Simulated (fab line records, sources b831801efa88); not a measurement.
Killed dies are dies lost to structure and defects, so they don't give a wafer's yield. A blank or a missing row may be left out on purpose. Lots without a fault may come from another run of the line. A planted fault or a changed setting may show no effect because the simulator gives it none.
Chamber matching | flow gf180mcu | GF_STI_ETCH_14 on rie_si-01: 4 sister chambers
The step etches Si in HBr/Cl2/O2, target depth 360 nm, time 102.9 s. 20 wafers are shown with their chamber, then 10 later ones without.

WAFERS WITH THEIR CHAMBER
wafer  | chamber | drypump_motor_current_A (A) | throttle_valve_pct (%) | oes_product_au (a.u.)
L938.3 | 2       | 5.5                         | 25.659                 | 1.008
L938.4 | 0       | 6.2                         | 25.629                 | 1.006
L938.5 | 2       | 5.5                         | 25.668                 | 0.995
L941.3 | 2       | 5.5                         | 25.678                 | 0.991
L941.5 | 1       | 5.6                         | 25.661                 | 0.990
L941.6 | 3       | 4.9                         | 25.659                 | 1.003
L942.2 | 1       | 5.6                         | 25.667                 | 0.997
L942.3 | 2       | 5.5                         | 25.667                 | 0.994
L942.6 | 3       | 5.0                         | 25.646                 | 1.000
L943.3 | 0       | 6.3                         | 25.654                 | 0.999
L943.5 | 2       | 5.5                         | 25.670                 | 0.989
L943.6 | 1       | 5.6                         | 25.666                 | 0.996
L946.2 | 3       | 4.9                         | 25.652                 | 1.001
L946.3 | 1       | 5.6                         | 25.648                 | 0.997
L946.5 | 3       | 4.9                         | 25.654                 | 1.001
L948.1 | 0       | 6.2                         | 25.646                 | 0.996
L948.2 | 1       | 5.6                         | 25.667                 | 0.991
L948.6 | 3       | 4.9                         | 25.655                 | 0.981
L949.1 | 0       | 6.2                         | 25.644                 | 1.008
L949.3 | 3       | 5.0                         | 25.661                 | 1.008

SIGNATURES (means of the wafers above)
reading                 | chamber 0 | chamber 1 | chamber 2 | chamber 3 | scatter within a chamber
drypump_motor_current_A | 6.225     | 5.600     | 5.500     | 4.933     | 0.0361
throttle_valve_pct      | 25.64325  | 25.66180  | 25.66840  | 25.65450  | 0.00757
oes_product_au          | 1.00225   | 0.99420   | 0.99540   | 0.99900   | 0.00705
Rule: a wafer's distance from a chamber is the root of the sum, over the readings, of the square of ((its reading less the chamber's mean) divided by the reading's scatter). The wafer belongs to the nearest chamber; if the next one is less than 2 further off, it can't be placed. The scatter: the root of (the sum of the squares of (reading less its chamber's mean) over the shown wafers, divided by (wafers less chambers)).

WAFERS WITHOUT THEIR CHAMBER
wafer  | drypump_motor_current_A (A) | throttle_valve_pct (%) | oes_product_au (a.u.)
L949.5 | 5.5                         | 25.662                 | 0.993
L951.1 | 5.6                         | 25.657                 | 1.000
L951.2 | 6.2                         | 25.639                 | 0.993
L951.3 | 5.5                         | 25.671                 | 1.010
L952.2 | 5.5                         | 25.674                 | 0.993
L952.5 | 5.5                         | 25.673                 | 0.984
L952.6 | 4.9                         | 25.671                 | 0.993
L957.3 | 5.6                         | 25.654                 | 0.991
L957.5 | 5.6                         | 25.661                 | 0.988
L957.6 | 6.2                         | 25.651                 | 1.000

WHICH CHAMBER EACH WENT THROUGH
wafer  | from the rows above     | in truth
L949.5 | can't be placed: 2 or 1 | 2
L951.1 | 1                       | 1
L951.2 | 0                       | 0
L951.3 | can't be placed: 2 or 1 | 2
L952.2 | 2                       | 2
L952.5 | can't be placed: 2 or 1 | 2
L952.6 | 3                       | 3
L957.3 | 1                       | 1
L957.5 | 1                       | 1
L957.6 | 0                       | 0
Placed correctly: 7 of 10. Can't be placed from these rows: 3 (the true chamber is among the candidates in 3). Placed wrongly: 0.
